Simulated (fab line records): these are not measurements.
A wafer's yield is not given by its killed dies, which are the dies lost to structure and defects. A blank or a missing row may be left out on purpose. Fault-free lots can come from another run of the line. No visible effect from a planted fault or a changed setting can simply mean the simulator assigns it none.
Struck lot and sound lot, side by side || flow sky130 || 21 steps out of a route of 708
Sound: wafers L452.1, L452.5, L452.6. Struck: wafers L451.1, L451.3, L451.6. At the end, the cause is stated.
At each step with rows: each side's tool, then ch and its chambers, then its first start. Under that, the readings that differ: sound wafers || struck wafers || difference of the means || sigmas: that difference in standard deviations of wafers without a fault.
alike: readings whose means differ by less than 2 such deviations, and words and numbers that are the same on both sides. not compared: withheld readings, readings that some wafer has no value for, bounds like >300 that may hide the same value, and numbers for which the record gives no deviation and whose values overlap.
A row with sigmas, a row that says differs or no value, or rows on one side alone: a step with any of these is where the two part. When numbers do not overlap yet have no deviation, they are printed without sigmas and do not part them. A reading missing from all wafers of one side parts the sides only when that side holds two or more wafers.

first, 1 step without rows for these wafers: SKY_GATE_OXIDE_DEVELOP_09 (develop time 60 s).
SKY_GATE_OXIDE_OVL_MEAS_10:
  struck on overlay-01, day 15 09:48; sound on overlay-02, day 15 16:51
  alike: GATE_OXIDE_OVL
then, 2 steps without rows for these wafers: SKY_GATE_OXIDE_IMPLANT_11; SKY_GATE_OXIDE_WET_ETCH_12 (etches SiO2 in dHF, target depth 16.8 nm, time 336 s).
SKY_GATE_OXIDE_STRIP_13: strips in O2/N2.
  sound on plasma asher-01 ch 0,1, day 15 17:08; struck on plasma asher-01 ch 0, day 15 10:05
  alike: chamber pressure mTorr, drypump motor current A, o2 flow sccm, oes product au, strip time to endpoint s
  not compared: rf hours counter h
SKY_GATE_OXIDE_TW_MEAS_14:
  struck on film metro-04, day 15 10:11; sound on film metro-04, day 15 17:16
  alike: GATE_OXIDE_TW
then, 3 steps without rows for these wafers: SKY_GATE_OXIDE_CLEAN_15 (cleans in SC1/SC2, time 150 s); SKY_GATE_OXIDE_OXIDATION_16 (stabilise 600 s, purge 300 s, target thk 3.57 nm); SKY_POLY_GATE_CVD_00 (deposits poly-Si, target thk 180 nm, time 720 s).
SKY_POLY_GATE_THK_MEAS_01:
  struck on film metro-03, day 15 14:22; sound on film metro-03, day 15 21:28
  alike: POLY_GATE_CVD_00_THK
then, 2 steps without rows for these wafers: SKY_RES_PROTECT_DEHYDRATE_00 (time 60 s); SKY_RES_PROTECT_HMDS_01 (prime time 60 s).
SKY_RES_PROTECT_COAT_02: resist thk 1140 nm.
  sound on litho track-03 ch 0, day 16 11:15; struck on litho track-02 ch 0, day 16 03:27
{"reading": "model.NOVOLAK_of_RES_PROTECT_COAT_02.thk nm (nm)", "sound": "1142 1141 1147", "struck": "688.6 687.6 688.4", "difference": -455.1, "sigmas": ""}
  alike: chill plate temp C
then, 3 steps without rows for these wafers: SKY_RES_PROTECT_SOFTBAKE_03 (time 60 s); SKY_RES_PROTECT_EXPOSE_04 (exposes mask RPM, target cd 1270 nm); SKY_RES_PROTECT_PEB_05.
SKY_RES_PROTECT_DEVELOP_06: develop time 60 s.
  sound on litho track-02 ch 0, day 17 01:18; struck on litho track-04 ch 0, day 16 17:01
{"reading": "model.NOVOLAK_of_RES_PROTECT_COAT_02.thk nm (nm)", "sound": "1141 1141 1147", "struck": "688.2 687.2 688", "difference": -455.2, "sigmas": ""}
  alike: chill plate temp C, developer temp C
following that, these wafers have no rows for 1 step: SKY_POLY_GATE_IMPLANT_02.
SKY_RES_PROTECT_STRIP_07: strips in O2/N2.
  sound on plasma asher-03 ch 0,1, day 17 01:36; struck on plasma asher-04 ch 1, day 16 17:19
{"reading": "oes product au (a.u.)", "sound": "0.522 0.520 0.518", "struck": "0.459 0.459 0.449", "difference": -0.064, "sigmas": -13}
{"reading": "strip time to endpoint s (s)", "sound": "23.30 23.28 23.34", "struck": "18.19 18.18 18.17", "difference": -5.13, "sigmas": "-99 or more"}
  alike: chamber pressure mTorr, drypump motor current A, o2 flow sccm
  not compared: rf hours counter h
SKY_RES_PROTECT_TW_MEAS_08:
  struck on film metro-02, day 16 17:25; sound on film metro-02, day 17 01:42
  alike: POLY_GATE_TW
following that, these wafers have no rows for 1 step: SKY_PAD_OPEN_PROBE_99.

WHERE THEY PART
Within this record, at SKY_RES_PROTECT_STRIP_07 only. Later steps at which nothing parts them and some readings are alike: SKY_RES_PROTECT_TW_MEAS_08.

WHY: the cause the simulator had injected
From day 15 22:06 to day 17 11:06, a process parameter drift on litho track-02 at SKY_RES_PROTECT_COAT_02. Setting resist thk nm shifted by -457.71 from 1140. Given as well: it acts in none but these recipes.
